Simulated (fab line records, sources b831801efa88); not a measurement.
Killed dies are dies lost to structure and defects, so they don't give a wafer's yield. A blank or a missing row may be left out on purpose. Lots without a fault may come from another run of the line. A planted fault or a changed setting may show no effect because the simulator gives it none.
Problem report in the 8D (eight disciplines) form, filled by code | flow sky130 | the parts of the form that need people (team, actions taken, sign-off) are left out

1. THE PROBLEM
CONTACT_HDPCVD_THK at SKY_CONTACT_THK_MEAS_03 reads a mean of 1065 nm on 2 wafers of 2 lots; wafers without a fault read 561 nm with a standard deviation of 6. That is +84 standard deviations from the usual mean.
First seen on wafer L843.3, day 36 07:07, on film_metro-03. The record holds 36 wafers of 12 lots with a number at this step. Rule for "out", or "out of limits": more than 4 standard deviations from the usual mean. The other wafers with a number count as sound.

2. WHAT IT IS AND WHAT IT IS NOT
question                    | is                           | is not
which readings at this step | CONTACT_HDPCVD_THK           | -
which lots                  | L843, L846                   | L826, L827, L828, L829, L831, L833, L835, L836, L841, L848
which wafers of those lots  | L843.3, L846.3               | L843.4, L843.6, L846.4, L846.5
read on which gauges        | film_metro-01, film_metro-03 | film_metro-02
when                        | from day 36 07:07            | up to then (29 sound wafers); but 5 sound wafers of L846, L848 came after

3. SUSPECTS, AND WHAT RULES EACH OUT
Counting: a tool at a process step up to the reading stays a suspect if it ran every lot that is out. Sound lots after the first of them don't rule it out here, since some wafers of a struck lot are sound.
- the gauge at SKY_CONTACT_THK_MEAS_03: ruled out. The wafers that are out were read on 2 gauges (film_metro-01, film_metro-03).
- hdpcvd-02 at SKY_CONTACT_HDPCVD_02 (deposits SiO2, target thk 565 nm, time 94.2 s): kept. It ran every lot that is out, first L843 (day 36 07:02); its last sound lot up to then is L835 (day 34 03:16).
Left after counting: hdpcvd-02 at SKY_CONTACT_HDPCVD_02.

4. THE CAUSE (what the simulator had put in)
Process parameter drift: hdpcvd-02, from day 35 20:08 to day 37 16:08, at SKY_CONTACT_HDPCVD_02. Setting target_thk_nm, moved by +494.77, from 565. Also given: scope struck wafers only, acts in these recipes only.
Counting left only this tool.

5. THE CHAIN OF EFFECTS, in route order
Each row: a reading whose mean over the struck wafers that have a number lies more than 3 standard deviations from the usual. Only readings for which the record gives a usual standard deviation are gone through. hours: the time from each lot's start at the first step in this table that gives one to its start at this step, as a median over the lots. sigmas: the change in usual standard deviations.
hours | step                    | reading            | usual  | on struck wafers | change | sigmas
0     | SKY_CONTACT_THK_MEAS_03 | CONTACT_HDPCVD_THK | 561 nm | 1065             | +504   | +84
0     | SKY_CONTACT_CMP_04      | time_to_endpoint_s | 78 s   | 252              | +174   | +32
The process steps in it:
- SKY_CONTACT_CMP_04: polishes SiO2.

6. WHAT WOULD HAVE CAUGHT IT SOONER
In this record the first reading out of limits at a measuring or inspecting step was taken at day 36 07:07, 11 hours after the fault began at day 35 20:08.
Of the lots that are out (2), L846 began SKY_CONTACT_HDPCVD_02 on hdpcvd-02 after day 36 07:07. A hold on the tool at that time would have spared it.
